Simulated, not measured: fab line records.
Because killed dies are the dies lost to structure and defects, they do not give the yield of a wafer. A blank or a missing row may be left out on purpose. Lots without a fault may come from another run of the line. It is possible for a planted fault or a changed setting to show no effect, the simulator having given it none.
The tool behind it: which one? / flow sky130 / Sampling: 12 lots, 34 wafers, 5 of 708 route steps

== WHAT THE GAUGES SHOWED, per wafer ==
Not one reading of a measure or inspect step in the record can be checked against a usual standard deviation.

== WHICH TOOL RAN EACH LOT (tool, then ch and the chambers of the sampled wafers, then the start) ==
lot=L266; SKY_LI_CONTACT_SPUTTER_19=pvd_sputter-03, day 29 21:34; SKY_LI_CONTACT_SPUTTER_20=pvd_sputter-03, day 29 21:38; SKY_METAL1_DEHYDRATE_07=litho_track-04 ch 0, day 32 21:30; SKY_METAL1_DESCUM_17=rie_metal-04 ch 0,1, day 33 11:22; SKY_PAD_OPEN_PROBE_99=prober-02, day 46 08:20
lot=L267; SKY_LI_CONTACT_SPUTTER_19=pvd_sputter-04, day 30 07:35; SKY_LI_CONTACT_SPUTTER_20=pvd_sputter-04, day 30 07:39; SKY_METAL1_DEHYDRATE_07=litho_track-04 ch 0, day 33 08:05; SKY_METAL1_DESCUM_17=rie_metal-04 ch 0,1, day 33 22:18; SKY_PAD_OPEN_PROBE_99=prober-01, day 46 16:45
lot=L268; SKY_LI_CONTACT_SPUTTER_19=pvd_sputter-03, day 30 12:14; SKY_LI_CONTACT_SPUTTER_20=pvd_sputter-03, day 30 12:18; SKY_METAL1_DEHYDRATE_07=litho_track-04 ch 0, day 33 12:23; SKY_METAL1_DESCUM_17=rie_metal-04 ch 0,1, day 34 02:56; SKY_PAD_OPEN_PROBE_99=prober-02, day 46 17:55
lot=L271; SKY_LI_CONTACT_SPUTTER_19=pvd_sputter-03, day 31 23:02; SKY_LI_CONTACT_SPUTTER_20=pvd_sputter-03, day 31 23:07; SKY_METAL1_DEHYDRATE_07=litho_track-01 ch 0, day 34 22:13; SKY_METAL1_DESCUM_17=rie_metal-03 ch 0,1, day 35 12:26; SKY_PAD_OPEN_PROBE_99=prober-02, day 47 22:49
lot=L274; SKY_LI_CONTACT_SPUTTER_19=pvd_sputter-04, day 32 01:38; SKY_LI_CONTACT_SPUTTER_20=pvd_sputter-04, day 32 01:43; SKY_METAL1_DEHYDRATE_07=litho_track-01 ch 0, day 35 00:25; SKY_METAL1_DESCUM_17=rie_metal-03 ch 0, day 35 14:11; SKY_PAD_OPEN_PROBE_99=prober-02, day 48 00:19
lot=L275; SKY_LI_CONTACT_SPUTTER_19=pvd_sputter-03, day 32 05:44; SKY_LI_CONTACT_SPUTTER_20=pvd_sputter-03, day 32 05:48; SKY_METAL1_DEHYDRATE_07=litho_track-04 ch 0, day 35 05:21; SKY_METAL1_DESCUM_17=rie_metal-03 ch 0,1, day 35 18:50; SKY_PAD_OPEN_PROBE_99=prober-01, day 48 02:08
lot=L276; SKY_LI_CONTACT_SPUTTER_19=pvd_sputter-03, day 33 14:07; SKY_LI_CONTACT_SPUTTER_20=pvd_sputter-03, day 33 14:11; SKY_METAL1_DEHYDRATE_07=litho_track-04 ch 0, day 36 12:12; SKY_METAL1_DESCUM_17=rie_metal-03 ch 0,1, day 37 01:56; SKY_PAD_OPEN_PROBE_99=prober-02, day 49 02:24
lot=L282; SKY_LI_CONTACT_SPUTTER_19=pvd_sputter-04, day 34 13:40; SKY_LI_CONTACT_SPUTTER_20=pvd_sputter-04, day 34 13:44; SKY_METAL1_DEHYDRATE_07=litho_track-04 ch 0, day 37 11:35; SKY_METAL1_DESCUM_17=rie_metal-03 ch 0,1, day 38 00:55; SKY_PAD_OPEN_PROBE_99=prober-02, day 49 18:32
lot=L283; SKY_LI_CONTACT_SPUTTER_19=pvd_sputter-04, day 34 21:43; SKY_LI_CONTACT_SPUTTER_20=pvd_sputter-04, day 34 21:47; SKY_METAL1_DEHYDRATE_07=litho_track-04 ch 0, day 37 18:56; SKY_METAL1_DESCUM_17=rie_metal-03 ch 0, day 38 06:55; SKY_PAD_OPEN_PROBE_99=prober-01, day 49 22:24
lot=L284; SKY_LI_CONTACT_SPUTTER_19=pvd_sputter-04, day 35 00:37; SKY_LI_CONTACT_SPUTTER_20=pvd_sputter-04, day 35 00:41; SKY_METAL1_DEHYDRATE_07=litho_track-04 ch 0, day 37 21:41; SKY_METAL1_DESCUM_17=rie_metal-01 ch 0, day 38 10:35; SKY_PAD_OPEN_PROBE_99=prober-02, day 50 01:01
lot=L285; SKY_LI_CONTACT_SPUTTER_19=pvd_sputter-04, day 35 13:58; SKY_LI_CONTACT_SPUTTER_20=pvd_sputter-04, day 35 14:03; SKY_METAL1_DEHYDRATE_07=litho_track-01 ch 0, day 38 09:56; SKY_METAL1_DESCUM_17=rie_metal-04 ch 0,1, day 38 23:42; SKY_PAD_OPEN_PROBE_99=prober-01, day 50 09:17
lot=L287; SKY_LI_CONTACT_SPUTTER_19=pvd_sputter-01, day 36 00:02; SKY_LI_CONTACT_SPUTTER_20=pvd_sputter-01, day 36 00:06; SKY_METAL1_DEHYDRATE_07=litho_track-03 ch 0, day 38 19:18; SKY_METAL1_DESCUM_17=rie_metal-03 ch 0,1, day 39 07:28; SKY_PAD_OPEN_PROBE_99=prober-01, day 50 14:26
- SKY_LI_CONTACT_SPUTTER_19: material Ti, target thk 20 nm, time 106.37 s.
- SKY_LI_CONTACT_SPUTTER_20: material TiN, target thk 20 nm, time 80 s.
- SKY_METAL1_DEHYDRATE_07: time 60 s.
- SKY_METAL1_DESCUM_17: chemistry O2, time 8 s.
- SKY_PAD_OPEN_PROBE_99

== WHAT THE TOOLS THEMSELVES READ (means of the sampled wafers that have a number; where no wafer has one, the mark that the record gives instead) ==
SKY_LI_CONTACT_SPUTTER_19. Usual: substrate_temp_c 200.01 C, standard deviation 0.17; throttle_valve_pct 29.4 %, standard deviation 1.1.
lot=L266; tool=pvd_sputter-03; substrate_temp_c (C)=200.05; throttle_valve_pct (%)=28.7; flag=
lot=L267; tool=pvd_sputter-04; substrate_temp_c (C)=200.19; throttle_valve_pct (%)=30.5; flag=
lot=L268; tool=pvd_sputter-03; substrate_temp_c (C)=200.15; throttle_valve_pct (%)=29.4; flag=
lot=L271; tool=pvd_sputter-03; substrate_temp_c (C)=199.82; throttle_valve_pct (%)=28.7; flag=
lot=L274; tool=pvd_sputter-04; substrate_temp_c (C)=200.07; throttle_valve_pct (%)=30.3; flag=
lot=L275; tool=pvd_sputter-03; substrate_temp_c (C)=200.07; throttle_valve_pct (%)=28.7; flag=
lot=L276; tool=pvd_sputter-03; substrate_temp_c (C)=200.10; throttle_valve_pct (%)=28.7; flag=
lot=L282; tool=pvd_sputter-04; substrate_temp_c (C)=199.84; throttle_valve_pct (%)=30.3; flag=
lot=L283; tool=pvd_sputter-04; substrate_temp_c (C)=200.01; throttle_valve_pct (%)=30.2; flag=
lot=L284; tool=pvd_sputter-04; substrate_temp_c (C)=199.91; throttle_valve_pct (%)=30.1; flag=
lot=L285; tool=pvd_sputter-04; substrate_temp_c (C)=200.06; throttle_valve_pct (%)=30.2; flag=
lot=L287; tool=pvd_sputter-01; substrate_temp_c (C)=200.11; throttle_valve_pct (%)=29.1; flag=

SKY_LI_CONTACT_SPUTTER_20. Usual: throttle_valve_pct reads 29.4 % (standard deviation 1.1).
lot=L266; tool=pvd_sputter-03; throttle_valve_pct (%)=28.6; flag=
lot=L267; tool=pvd_sputter-04; throttle_valve_pct (%)=30.4; flag=
lot=L268; tool=pvd_sputter-03; throttle_valve_pct (%)=29.4; flag=
lot=L271; tool=pvd_sputter-03; throttle_valve_pct (%)=28.7; flag=
lot=L274; tool=pvd_sputter-04; throttle_valve_pct (%)=30.5; flag=
lot=L275; tool=pvd_sputter-03; throttle_valve_pct (%)=28.7; flag=
lot=L276; tool=pvd_sputter-03; throttle_valve_pct (%)=28.8; flag=
lot=L282; tool=pvd_sputter-04; throttle_valve_pct (%)=30.5; flag=
lot=L283; tool=pvd_sputter-04; throttle_valve_pct (%)=30.1; flag=
lot=L284; tool=pvd_sputter-04; throttle_valve_pct (%)=30.1; flag=
lot=L285; tool=pvd_sputter-04; throttle_valve_pct (%)=30.2; flag=
lot=L287; tool=pvd_sputter-01; throttle_valve_pct (%)=29.2; flag=

SKY_METAL1_DEHYDRATE_07. Usual: exhaust_pa 44.9 Pa, standard deviation 0.86; run_length_s 89.10 s, standard deviation 0.1.
lot=L266; tool=litho_track-04; exhaust_pa (Pa)=44.3; run_length_s (s)=89.20; flag=
lot=L267; tool=litho_track-04; exhaust_pa (Pa)=45.0; run_length_s (s)=89.08; flag=
lot=L268; tool=litho_track-04; exhaust_pa (Pa)=44.4; run_length_s (s)=89.17; flag=
lot=L271; tool=litho_track-01; exhaust_pa (Pa)=45.1; run_length_s (s)=89.05; flag=
lot=L274; tool=litho_track-01; exhaust_pa (Pa)=44.2; run_length_s (s)=89.02; flag=
lot=L275; tool=litho_track-04; exhaust_pa (Pa)=45.5; run_length_s (s)=89.11; flag=
lot=L276; tool=litho_track-04; exhaust_pa (Pa)=45.7; run_length_s (s)=89.01; flag=
lot=L282; tool=litho_track-04; exhaust_pa (Pa)=45.1; run_length_s (s)=90.67; flag=OFF
lot=L283; tool=litho_track-04; exhaust_pa (Pa)=45.1; run_length_s (s)=91.17; flag=OFF
lot=L284; tool=litho_track-04; exhaust_pa (Pa)=44.8; run_length_s (s)=91.30; flag=OFF
lot=L285; tool=litho_track-01; exhaust_pa (Pa)=44.5; run_length_s (s)=89.09; flag=
lot=L287; tool=litho_track-03; exhaust_pa (Pa)=45.5; run_length_s (s)=89.04; flag=

SKY_METAL1_DESCUM_17. Usual: drypump_motor_current_A 5.6 A, standard deviation 0.44; he_backside_leak_sccm 3.27 sccm, standard deviation 0.19; oes_product_au 1.009 a.u., standard deviation 0.0098; temp_c 40.01 C, standard deviation 0.12.
lot=L266; tool=rie_metal-04; drypump_motor_current_A (A)=5.8; he_backside_leak_sccm (sccm)=3.46; oes_product_au (a.u.)=1.003; temp_c (C)=40.03; flag=
lot=L267; tool=rie_metal-04; drypump_motor_current_A (A)=5.8; he_backside_leak_sccm (sccm)=3.32; oes_product_au (a.u.)=1.001; temp_c (C)=39.96; flag=
lot=L268; tool=rie_metal-04; drypump_motor_current_A (A)=5.8; he_backside_leak_sccm (sccm)=3.49; oes_product_au (a.u.)=1.014; temp_c (C)=39.89; flag=
lot=L271; tool=rie_metal-03; drypump_motor_current_A (A)=5.4; he_backside_leak_sccm (sccm)=3.34; oes_product_au (a.u.)=1.002; temp_c (C)=39.95; flag=
lot=L274; tool=rie_metal-03; drypump_motor_current_A (A)=5.5; he_backside_leak_sccm (sccm)=3.52; oes_product_au (a.u.)=1.012; temp_c (C)=40.00; flag=
lot=L275; tool=rie_metal-03; drypump_motor_current_A (A)=5.3; he_backside_leak_sccm (sccm)=3.33; oes_product_au (a.u.)=1.007; temp_c (C)=40.03; flag=
lot=L276; tool=rie_metal-03; drypump_motor_current_A (A)=5.2; he_backside_leak_sccm (sccm)=3.13; oes_product_au (a.u.)=1.010; temp_c (C)=40.15; flag=
lot=L282; tool=rie_metal-03; drypump_motor_current_A (A)=5.4; he_backside_leak_sccm (sccm)=3.23; oes_product_au (a.u.)=1.017; temp_c (C)=40.11; flag=
lot=L283; tool=rie_metal-03; drypump_motor_current_A (A)=5.5; he_backside_leak_sccm (sccm)=3.54; oes_product_au (a.u.)=1.009; temp_c (C)=40.15; flag=
lot=L284; tool=rie_metal-01; drypump_motor_current_A (A)=5.5; he_backside_leak_sccm (sccm)=3.19; oes_product_au (a.u.)=1.026; temp_c (C)=39.97; flag=
lot=L285; tool=rie_metal-04; drypump_motor_current_A (A)=5.7; he_backside_leak_sccm (sccm)=3.30; oes_product_au (a.u.)=1.002; temp_c (C)=40.03; flag=
lot=L287; tool=rie_metal-03; drypump_motor_current_A (A)=5.3; he_backside_leak_sccm (sccm)=3.12; oes_product_au (a.u.)=1.013; temp_c (C)=39.87; flag=

SKY_PAD_OPEN_PROBE_99. Usual: defect_limited_yield 82.5 %, standard deviation 1.9; killed_at_M0_to_M3 43, standard deviation 6.8; killed_at_M4_up 3.0, standard deviation 1.6; killed_at_contacts 25, standard deviation 6; killed_at_front_end 15, standard deviation 4.4; killed_at_other 0.3, standard deviation 0.52; killed_dies 86, standard deviation 9.6; killed_open 47, standard deviation 6.7; killed_short 39, standard deviation 6.8; sort_bin_3_pad_short 0.9 %, standard deviation 0.43; sort_bin_5_function 10.3 %, standard deviation 1.5; sort_bin_6_memory 6.3 %, standard deviation 1.1; sort_n_pass 406, standard deviation 9.6; sort_yield_pct 82.5 %, standard deviation 1.9.
lot=L266; tool=prober-02; defect_limited_yield (%)=82.4; killed_at_M0_to_M3=42; killed_at_M4_up=2.0; killed_at_contacts=28; killed_at_front_end=15; killed_at_other=0.0; killed_dies=87; killed_open=47; killed_short=40; sort_bin_3_pad_short (%)=1.0; sort_bin_5_function (%)=9.4; sort_bin_6_memory (%)=7.2; sort_n_pass=405; sort_yield_pct (%)=82.4; flag=
lot=L267; tool=prober-01; defect_limited_yield (%)=82.6; killed_at_M0_to_M3=41; killed_at_M4_up=3.7; killed_at_contacts=27; killed_at_front_end=14; killed_at_other=0.3; killed_dies=86; killed_open=46; killed_short=39; sort_bin_3_pad_short (%)=1.0; sort_bin_5_function (%)=11.4; sort_bin_6_memory (%)=5.0; sort_n_pass=406; sort_yield_pct (%)=82.6; flag=
lot=L268; tool=prober-02; defect_limited_yield (%)=84.3; killed_at_M0_to_M3=40; killed_at_M4_up=3.0; killed_at_contacts=18; killed_at_front_end=16; killed_at_other=0.0; killed_dies=77; killed_open=41; killed_short=36; sort_bin_3_pad_short (%)=1.2; sort_bin_5_function (%)=9.1; sort_bin_6_memory (%)=5.4; sort_n_pass=415; sort_yield_pct (%)=84.3; flag=
lot=L271; tool=prober-02; defect_limited_yield (%)=82.4; killed_at_M0_to_M3=38; killed_at_M4_up=2.3; killed_at_contacts=27; killed_at_front_end=19; killed_at_other=0.0; killed_dies=86; killed_open=52; killed_short=34; sort_bin_3_pad_short (%)=1.1; sort_bin_5_function (%)=10.1; sort_bin_6_memory (%)=6.4; sort_n_pass=406; sort_yield_pct (%)=82.4; flag=
lot=L274; tool=prober-02; defect_limited_yield (%)=82.6; killed_at_M0_to_M3=48; killed_at_M4_up=4.3; killed_at_contacts=23; killed_at_front_end=11; killed_at_other=0.0; killed_dies=86; killed_open=46; killed_short=39; sort_bin_3_pad_short (%)=1.1; sort_bin_5_function (%)=10.8; sort_bin_6_memory (%)=5.5; sort_n_pass=406; sort_yield_pct (%)=82.6; flag=
lot=L275; tool=prober-01; defect_limited_yield (%)=83.3; killed_at_M0_to_M3=43; killed_at_M4_up=3.3; killed_at_contacts=23; killed_at_front_end=13; killed_at_other=0.0; killed_dies=82; killed_open=43; killed_short=40; sort_bin_3_pad_short (%)=1.0; sort_bin_5_function (%)=9.2; sort_bin_6_memory (%)=6.5; sort_n_pass=410; sort_yield_pct (%)=83.3; flag=
lot=L276; tool=prober-02; defect_limited_yield (%)=83.4; killed_at_M0_to_M3=40; killed_at_M4_up=3.3; killed_at_contacts=21; killed_at_front_end=17; killed_at_other=0.0; killed_dies=82; killed_open=46; killed_short=35; sort_bin_3_pad_short (%)=0.4; sort_bin_5_function (%)=9.9; sort_bin_6_memory (%)=6.3; sort_n_pass=410; sort_yield_pct (%)=83.4; flag=
lot=L282; tool=prober-02; defect_limited_yield (%)=83.6; killed_at_M0_to_M3=40; killed_at_M4_up=3.7; killed_at_contacts=27; killed_at_front_end=9; killed_at_other=0.0; killed_dies=81; killed_open=43; killed_short=38; sort_bin_3_pad_short (%)=0.7; sort_bin_5_function (%)=9.7; sort_bin_6_memory (%)=6.0; sort_n_pass=411; sort_yield_pct (%)=83.6; flag=
lot=L283; tool=prober-01; defect_limited_yield (%)=83.6; killed_at_M0_to_M3=46; killed_at_M4_up=3.0; killed_at_contacts=21; killed_at_front_end=10; killed_at_other=0.0; killed_dies=81; killed_open=50; killed_short=32; sort_bin_3_pad_short (%)=0.7; sort_bin_5_function (%)=9.3; sort_bin_6_memory (%)=6.4; sort_n_pass=411; sort_yield_pct (%)=83.6; flag=
lot=L284; tool=prober-02; defect_limited_yield (%)=81.8; killed_at_M0_to_M3=48; killed_at_M4_up=1.5; killed_at_contacts=24; killed_at_front_end=14; killed_at_other=1.5; killed_dies=90; killed_open=42; killed_short=47; sort_bin_3_pad_short (%)=0.9; sort_bin_5_function (%)=11.0; sort_bin_6_memory (%)=6.3; sort_n_pass=402; sort_yield_pct (%)=81.8; flag=
lot=L285; tool=prober-01; defect_limited_yield (%)=84.2; killed_at_M0_to_M3=39; killed_at_M4_up=3.7; killed_at_contacts=18; killed_at_front_end=17; killed_at_other=0.7; killed_dies=78; killed_open=45; killed_short=33; sort_bin_3_pad_short (%)=0.5; sort_bin_5_function (%)=9.6; sort_bin_6_memory (%)=5.8; sort_n_pass=414; sort_yield_pct (%)=84.2; flag=
lot=L287; tool=prober-01; defect_limited_yield (%)=82.1; killed_at_M0_to_M3=41; killed_at_M4_up=4.0; killed_at_contacts=25; killed_at_front_end=17; killed_at_other=0.3; killed_dies=88; killed_open=49; killed_short=38; sort_bin_3_pad_short (%)=0.5; sort_bin_5_function (%)=9.9; sort_bin_6_memory (%)=7.4; sort_n_pass=404; sort_yield_pct (%)=82.1; flag=

== THE ANSWER, worked out from the rows above alone ==
Rule: a lot is off if the mean of its wafers that have a number lies more than 3 standard deviations from the usual mean. A lot without any number at a reading at which 4 lots or more have one is off too. All remaining lots with rows at the step are treated as sound. After the gauges, taken in route order, come the tools' own readings; for these a lot's mean is taken, as printed above. At the first step where some lot is off, the reading lying furthest off is the one used; lots without a number count as furthest.
Off at SKY_METAL1_DEHYDRATE_07 (run_length_s): L282, L283, L284.
A tool fits if, at that step or a process step before it, it ran every lot that is off, and no sound lot after the first of them. One candidate fits, namely litho_track-04 at SKY_METAL1_DEHYDRATE_07. A fault onset in the window from L276 (day 36 12:12, its last sound lot) to L282 (day 37 11:35, its first lot off) fits.
The tool's own readings at SKY_METAL1_DEHYDRATE_07 bear it out: on the lots that are off they differ by more than 5 times the standard deviation of the sound lots' means. run_length_s reads 91.05 s there against 89.09 s on the sound lots.

== WHAT WAS PUT IN BY THE SIMULATOR ==
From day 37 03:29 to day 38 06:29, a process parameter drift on litho_track-04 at SKY_METAL1_DEHYDRATE_07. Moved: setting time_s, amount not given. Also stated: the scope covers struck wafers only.
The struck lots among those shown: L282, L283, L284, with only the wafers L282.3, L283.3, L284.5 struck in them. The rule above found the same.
